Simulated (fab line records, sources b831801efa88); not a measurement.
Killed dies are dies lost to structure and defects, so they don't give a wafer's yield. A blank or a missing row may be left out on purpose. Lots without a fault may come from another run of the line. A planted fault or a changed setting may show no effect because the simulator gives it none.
A struck lot beside a sound one | flow sky130 | 15 steps out of a route of 708
Sound: wafers L924.1, L924.4, L924.5. Struck: wafers L929.1, L929.3, L929.4. The cause comes at the end.
At each step with rows: each side's tool, then ch and its chambers, then its first start. Under that, the readings that differ: sound wafers | struck wafers | difference of the means | sigmas: that difference in standard deviations of wafers without a fault.
alike: readings whose means differ by less than 2 such deviations, and words and numbers that are the same on both sides. not compared: withheld readings, readings that some wafer has no value for, bounds like >300 that may hide the same value, and numbers for which the record gives no deviation and whose values overlap.
The two part at a step that has a row with sigmas, a row that says differs or no value, or rows on one side only. Numbers that don't overlap but have no deviation are shown without sigmas and don't part them. A reading that every wafer of one side lacks parts them only if that side has two wafers or more.

first, 3 steps without rows for these wafers: SKY_VIA2_STRIP_17 (strips in post etch residue remover, time 1200 s); SKY_VIA2_CLEAN_18 (cleans in IPA, time 180 s); SKY_VIA2_CLEAN_19 (cleans in O3/DIW).
SKY_VIA2_SPUTTER_20: material TiN, target thk 20 nm, time 80 s.
  sound on pvd_sputter-04, day 36 11:32; struck on pvd_sputter-03, day 38 11:39
  alike: chamber_pressure_pa, throttle_valve_pct
SKY_VIA2_CVD_21: deposits W, target thk 420 nm, time 126.4 s.
  sound on cvd_w-02 ch 0,1, day 36 11:37; struck on cvd_w-01 ch 0,1, day 38 11:43
  alike: chamber_pressure_Torr, heater_power_w
SKY_VIA2_RS_MEAS_22: measures by four-point-probe.
  sound on film_metro-01, day 36 11:44; struck on film_metro-01, day 38 11:50
  alike: VIA2_W_RS
SKY_VIA2_THK_MEAS_23: measures by xrf.
  sound on film_metro-01, day 36 11:52; struck on film_metro-01, day 38 11:58
  alike: VIA2_W_THK
then, 2 steps without rows for these wafers: SKY_VIA2_CMP_24 (polishes, stops on SiO2, t overpolish 20 s, target thk 0 nm); SKY_METAL3_SPUTTER_00 (material Ti, target thk 15 nm, time 10 s).
SKY_METAL3_SPUTTER_01: material TiN, target thk 20 nm, time 16.7 s.
  sound on pvd_sputter-02, day 36 12:14; struck on pvd_sputter-02, day 38 12:21
  alike: chamber_pressure_pa, throttle_valve_pct
then, 1 step without rows for these wafers: SKY_METAL3_SPUTTER_02 (material AlCu, target thk 735 nm, time 39.1 s).
SKY_METAL3_SPUTTER_03: material Ti, target thk 5 nm, time 3.3 s.
  sound on pvd_sputter-02, day 36 12:18; struck on pvd_sputter-02, day 38 12:25
  alike: chamber_pressure_pa, throttle_valve_pct
SKY_METAL3_SPUTTER_04: material TiN, target thk 70 nm, time 58.3 s.
  sound on pvd_sputter-02, day 36 12:19; struck on pvd_sputter-02, day 38 12:26
  reading                                    | sound                | struck               | difference | sigmas
  chamber_pressure_pa (Pa)                   | 0.4015 0.3999 0.4003 | 0.4472 0.4468 0.4480 | +0.0468    | +56
  model.TiN_of_METAL3_SPUTTER_04.thk_nm (nm) | 68.22 68.78 67.96    | 67.66 67.46 67.21    | -0.88      |
  alike: throttle_valve_pct
SKY_CAPM_CVD_00: deposits SiO2, target thk 15.5 nm.
  sound on pecvd-04 ch 0,1,2, day 36 12:22; struck on pecvd-01 ch 0,1,2, day 38 12:29
  alike: heater_power_w
-- the record jumps here: 9 days lie between the struck wafers' starts before and after (it left off in module CAPM and takes up again in module PAD_OPEN, whose first step shown is number 708 of the route) --
SKY_PAD_OPEN_PROBE_99:
  sound on prober-01, day 45 22:28; struck on prober-01, day 47 12:25
  reading      | sound    | struck   | difference | sigmas
  killed_short | 45 52 48 | 42 29 33 | -14        | -2
  alike: defect_limited_yield, killed_at_M0_to_M3, killed_at_M4_up, killed_at_contacts, killed_at_front_end, killed_at_other, killed_dies, killed_open, sort_bin_3_pad_short, sort_bin_5_function, sort_bin_6_memory, sort_n_pass, sort_yield_pct

WHERE THEY PART
First at SKY_METAL3_SPUTTER_04; last, within this record, at SKY_PAD_OPEN_PROBE_99.

WHY: what the simulator had put in
Process parameter drift: pvd_sputter-02, from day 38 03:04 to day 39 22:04, at SKY_METAL3_SPUTTER_04. Setting chamber_pressure_pa, moved by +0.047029, from 0.4. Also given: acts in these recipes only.
